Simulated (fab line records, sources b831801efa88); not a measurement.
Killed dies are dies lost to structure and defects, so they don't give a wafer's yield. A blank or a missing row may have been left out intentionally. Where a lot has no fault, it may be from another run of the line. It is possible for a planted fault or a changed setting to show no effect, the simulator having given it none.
A lot that was struck, set against a sound lot	flow gf180mcu	15 out of 602 route steps
Sound: these wafers, L205.1, L205.4, L205.6. Wafers struck: L215.1, L215.3, L215.4. The cause comes at the end.
At each step with rows: each side's tool, then ch and its chambers, then its first start. Under that, the readings that differ: sound wafers	struck wafers	difference of the means	sigmas: that difference in standard deviations of wafers without a fault.
alike: readings with means less than 2 such deviations apart, plus words and numbers identical on both sides. not compared: withheld readings, readings lacking a value on some wafer, bounds such as >300 that could conceal the same value, and numbers that have no deviation in the record and whose values overlap.
A row with sigmas, a row that says differs or no value, or rows on one side alone: a step with any of these is where the two part. Numbers that don't overlap but have no deviation are shown without sigmas and don't part them. Lack of a reading on every wafer of one side parts them only where that side has two or more wafers.

first, 4 steps without rows for these wafers: GF_V1_SOFTBAKE_10 (time 60 s); GF_V1_EXPOSE_11 (exposes mask Via1, target cd 260 nm); GF_V1_PEB_12 (peb time 90 s); GF_V1_DEVELOP_13 (develop time 60 s).
GF_V1_CD_MEAS_14: target cd 260 nm.
  sound on cd_sem-02, day 20 21:11; struck on cd_sem-02, day 24 15:04
  alike: cd_nm
GF_V1_OVL_MEAS_15:
  sound on overlay-02, day 20 21:18; struck on overlay-02, day 24 15:11
  alike: V1_OVL
GF_V1_ETCH_16: etches BARC in N2/H2.
  sound on rie_diel-04 ch 0,3, day 20 21:20; struck on rie_diel-01 ch 1,2,3, day 24 15:14
  alike: bias_w, drypump_motor_current_A, oes_product_au, rf_fwd_power_W, throttle_valve_pct
GF_V1_ETCH_17: etches SiO2 in C4F8/O2/Ar, stops on TiN, target depth 630 nm.
  sound on rie_diel-04 ch 0,3; struck on rie_diel-01 ch 1,2,3
  alike: bias_w, oes_product_au, rf_fwd_power_W
GF_V1_STRIP_18: strips in O2/N2.
  sound on plasma_asher-04 ch 0,1, day 20 21:28; struck on plasma_asher-02 ch 0,1, day 24 15:22
  alike: drypump_motor_current_A, heater_power_w, oes_product_au, platen_temp_c
  not compared: rf_hours_counter_h
then, 2 steps without rows for these wafers: GF_V1_STRIP_19 (strips in post etch residue remover, time 1200 s); GF_V1_CLEAN_20 (cleans in DIW).
GF_V1_SPUTTER_21: material Ti, target thk 15 nm, time 80.02 s.
  sound on pvd_sputter-03, day 20 22:00; struck on pvd_sputter-03, day 24 15:53
  alike: throttle_valve_pct
GF_V1_SPUTTER_22: material TiN, target thk 10 nm, time 40 s.
  sound on pvd_sputter-03, day 20 22:04; struck on pvd_sputter-03, day 24 15:57
reading	sound	struck	difference	sigmas
model.TiN_of_V1_SPUTTER_22.thk_nm (nm)	10.09 10.14 10.08	7.703 7.664 7.593	-2.450	
  alike: throttle_valve_pct
GF_V1_CVD_23: deposits W, target thk 350 nm, time 105.05 s.
  sound on cvd_w-02 ch 0,1, day 20 22:06; struck on cvd_w-01 ch 0,1, day 24 15:59
  alike: heater_power_w
next, for these wafers, 1 step has no rows: GF_PASSIVATION_PROBE_99.

## WHERE THEY PART
Nowhere in this record.

WHY: what the simulator had put in
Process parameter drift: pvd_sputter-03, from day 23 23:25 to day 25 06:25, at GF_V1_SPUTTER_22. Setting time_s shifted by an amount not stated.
